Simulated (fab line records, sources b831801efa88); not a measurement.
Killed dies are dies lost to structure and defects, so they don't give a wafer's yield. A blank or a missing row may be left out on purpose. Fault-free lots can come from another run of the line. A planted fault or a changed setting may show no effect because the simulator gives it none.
Comparing a struck lot with a sound one :: flow sky130 :: 16 steps out of a route of 708
Sound: wafers L354.2, L354.3, L354.6. Struck: wafer L359.2. The cause is given at the end.
For every step that has rows: the tool of each side, followed by ch and its chambers, followed by its first start. Under that, the readings that differ: sound wafers :: struck wafers :: difference of the means :: sigmas: that difference in standard deviations of wafers without a fault.
alike: words and numbers the same on both sides, and readings whose means are apart by under 2 such deviations; not compared: readings that were withheld, readings missing a value for some wafer, numbers with overlapping values and no deviation given by the record, and bounds like >300 which may hide the same value.
Wherever a step has rows on one side only, a row that says differs or no value, or a row with sigmas, the two part there. When numbers do not overlap yet have no deviation, they are printed without sigmas and do not part them. Lack of a reading on every wafer of one side parts them only where that side has two or more wafers.

SKY_LI_CONTACT_BOW_MEAS_03:
  sound on filmMetro-01, day 29 08:01; struck on filmMetro-03, day 30 18:21
  alike: LI_CONTACT_BOW
then, 8 steps without rows for these wafers: SKY_LI_CONTACT_DEHYDRATE_04 (time 60 s); SKY_LI_CONTACT_HMDS_05 (prime time 60 s); SKY_LI_CONTACT_COAT_06 (resist thk 60 nm); SKY_LI_CONTACT_COAT_07 (resist thk 450 nm); SKY_LI_CONTACT_SOFTBAKE_08 (time 90 s); SKY_LI_CONTACT_EXPOSE_09 (exposes mask LICM1, target cd 170 nm); SKY_LI_CONTACT_PEB_10; SKY_LI_CONTACT_DEVELOP_11 (develop time 60 s).
SKY_LI_CONTACT_CD_MEAS_12: the cd target is 170 nm.
  sound on cdSem-01, day 30 12:08; struck on cdSem-01, day 31 22:01
  alike: cdNm
SKY_LI_CONTACT_OVL_MEAS_13:
  sound on overlay-02, day 30 12:14; struck on overlay-01, day 31 22:07
  alike: LI_CONTACT_OVL
SKY_LI_CONTACT_ETCH_14: etches BARC in N2/H2, stops on SiO2, time 45.9 s, target depth 60 nm.
  sound on rieDiel-03 ch 1,2,3, day 30 12:16; struck on rieDiel-01 ch 0, day 31 22:09
reading: oesProductAu (a.u.)
sound: 0.855 0.857 0.857
struck: 0.867
difference: +0.011
sigmas: +2
  alike: drypumpMotorCurrentA, throttleValvePct
  not compared: rfHoursCounterH
SKY_LI_CONTACT_ETCH_15: etches PSG in C4F8/O2/Ar, stops on Si, target depth 600 nm.
  sound on rieDiel-03 ch 1,2,3, day 30 12:18; struck on rieDiel-01 ch 0, day 31 22:11
reading: model.KrF-thick_of_LI_CONTACT_COAT_07.thkNm (nm)
sound: 236.2 236.3 235.9
struck: 273.3
difference: +37.2
sigmas: 
  alike: oesProductAu
SKY_LI_CONTACT_STRIP_16: strips in O2/N2.
  sound on plasmaAsher-02 ch 0,1, day 30 12:23; struck on plasmaAsher-04 ch 1, day 31 22:17
reading: drypumpMotorCurrentA (A)
sound: 6.0 5.7 5.7
struck: 5.0
difference: -0.8
sigmas: -3

reading: oesProductAu (a.u.)
sound: 0.376 0.368 0.381
struck: 0.392
difference: +0.017
sigmas: +3

reading: stripTimeToEndpointS (s)
sound: 3.54 3.55 3.52
struck: 3.93
difference: +0.39
sigmas: +8
  not compared: rfHoursCounterH
then, 1 step without rows for these wafers: SKY_LI_CONTACT_CLEAN_17 (cleans in NMP, time 600 s).
-- here the record skips 16 days between the struck wafers' starts before and after, leaving off in module LI_CONTACT and picking up in module PAD_OPEN (first step shown: number 708 of the route) --
SKY_PAD_OPEN_PROBE_99:
  sound on prober-01, day 46 22:32; struck on prober-02, day 47 23:55
reading: model.etest.liconPdiff.rcOhm
sound: 570.8 580.6 549.9
struck: 746
difference: +179
sigmas: 

reading: model.etest.pfet_01v8.rOnOhmUm
sound: 3029 2968 2900
struck: 3077
difference: +111
sigmas: 

reading: model.etest.pfetG5v0d10v5.rOnOhmUm
sound: 4797 4824 4774
struck: 4890
difference: +92
sigmas: 

reading: model.etest.nfetG5v0d10v5.rOnOhmUm
sound: 1931 1914 1891
struck: 1949
difference: +37
sigmas: 

reading: model.etest.nfet_01v8.rOnOhmUm
sound: 842.8 842 836.3
struck: 918.1
difference: +77.7
sigmas: 

reading: model.etest.liconNdiff.rcOhm
sound: 172.8 173 172.6
struck: 263.1
difference: +90.3
sigmas: 

reading: model.etest.sonosUncharged.rOnOhmUm
sound: 841.9 837.5 841.2
struck: 879.3
difference: +39.1
sigmas: 

reading: model.etest.liconHighPo.rcOhm
sound: 360 339.2 358.2
struck: 420.7
difference: +68.2
sigmas: 

## WHERE THEY PART
Earliest at SKY_LI_CONTACT_ETCH_14; latest, in this record, at SKY_LI_CONTACT_STRIP_16.

WHY: what had been put in by the simulator
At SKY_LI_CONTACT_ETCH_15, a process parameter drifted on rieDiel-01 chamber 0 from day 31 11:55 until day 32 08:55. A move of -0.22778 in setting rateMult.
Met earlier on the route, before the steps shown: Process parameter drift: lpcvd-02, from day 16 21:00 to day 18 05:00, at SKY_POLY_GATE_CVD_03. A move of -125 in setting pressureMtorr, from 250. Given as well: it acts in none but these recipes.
